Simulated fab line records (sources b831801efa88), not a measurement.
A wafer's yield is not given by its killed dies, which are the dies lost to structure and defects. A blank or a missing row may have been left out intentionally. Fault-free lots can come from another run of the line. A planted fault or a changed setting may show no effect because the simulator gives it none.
A struck lot beside a sound one -- flow gf180mcu -- 15 steps out of a route of 602
Sound: the wafers L421.1, L421.4, L421.6. Struck: wafers L413.3, L413.5, L413.6. At the end, the cause is stated.
Each step with rows lists, per side, the tool, then ch with its chambers, then its first start. Under that, the readings that differ: sound wafers -- struck wafers -- difference of the means -- sigmas: that difference in standard deviations of wafers without a fault.
alike: readings with means less than 2 such deviations apart, plus words and numbers identical on both sides. not compared: withheld readings, readings lacking a value on some wafer, bounds such as >300 that could conceal the same value, and numbers that have no deviation in the record and whose values overlap.
A row with sigmas, a row that says differs or no value, or rows on one side alone: a step with any of these is where the two part. Non-overlapping numbers with no deviation appear without sigmas and do not part them. A reading that every wafer of one side lacks parts them only if that side has two wafers or more.

first, 1 step without rows for these wafers: GF_V2_ETCH_16 (etches BARC in N2/H2).
GF_V2_ETCH_17: etches SiO2 in C4F8/O2/Ar, stops on TiN, target depth 630 nm.
  sound on rie-diel-02 ch 0,3; struck on rie-diel-03 ch 0,1
  alike: chamber-pressure-mTorr, oes-product-au
GF_V2_STRIP_18: strips in O2/N2.
  sound on plasma-asher-02 ch 0,1, day 25 02:25; struck on plasma-asher-02 ch 0,1, day 22 05:02
  alike: chamber-pressure-mTorr, drypump-motor-current-A, heater-power-w, oes-product-au
  not compared: rf-hours-counter-h
then, 3 steps without rows for these wafers: GF_V2_STRIP_19 (strips in post etch residue remover, time 1200 s); GF_V2_CLEAN_20 (cleans in DIW); GF_V2_SPUTTER_21 (material Ti, target thk 15 nm, time 80.02 s).
GF_V2_SPUTTER_22: material TiN, target thk 10 nm, time 40 s.
  sound on pvd-sputter-04 at day 25 03:05; struck on pvd-sputter-04 at day 22 05:37
  alike: throttle-valve-pct
GF_V2_CVD_23: deposits W, target thk 350 nm, time 104.94 s.
  sound on cvd-w-02 ch 0,1, day 25 03:08; struck on cvd-w-02 ch 0,1, day 22 05:41
  alike: chamber-pressure-Torr, heater-power-w
GF_V2_RS_MEAS_24: the measuring method here is four-point-probe.
  sound on film-metro-04 at day 25 03:15; struck on film-metro-01 at day 22 05:48
  alike: V2_W_RS
GF_V2_THK_MEAS_25: measures by xrf.
  sound on film-metro-04 at day 25 03:22; struck on film-metro-01 at day 22 05:54
  alike: V2_W_THK
then, 1 step without rows for these wafers: GF_V2_CMP_26 (polishes, stops on SiO2, t overpolish 15 s, target thk 0 nm).
GF_M3_SPUTTER_00: material Ti, target thk 37.5 nm, time 150 s.
  sound on pvd-sputter-02 at day 25 03:44; struck on pvd-sputter-03 at day 22 06:14
  alike: throttle-valve-pct
GF_M3_SPUTTER_01: material TiN, target thk 30 nm, time 25 s.
  sound on pvd-sputter-02 at day 25 03:50; struck on pvd-sputter-03 at day 22 06:20
reading,sound,struck,difference,sigmas
model.TiN_of_M3_SPUTTER_01.thk-nm (nm),30.12 30.18 29.75,15.79 16.01 16.17,-14.03,
  alike: throttle-valve-pct
then, 1 step without rows for these wafers: GF_M3_SPUTTER_02 (material AlCu, target thk 450 nm, time 23.9 s).
GF_PASSIVATION_PROBE_99:
  the record has rows for the sound wafers here (prober-02, day 32 18:32) and none for the struck ones

## WHERE THEY PART
At GF_PASSIVATION_PROBE_99 and nowhere else, as far as this record goes.

WHY: what had been put in by the simulator
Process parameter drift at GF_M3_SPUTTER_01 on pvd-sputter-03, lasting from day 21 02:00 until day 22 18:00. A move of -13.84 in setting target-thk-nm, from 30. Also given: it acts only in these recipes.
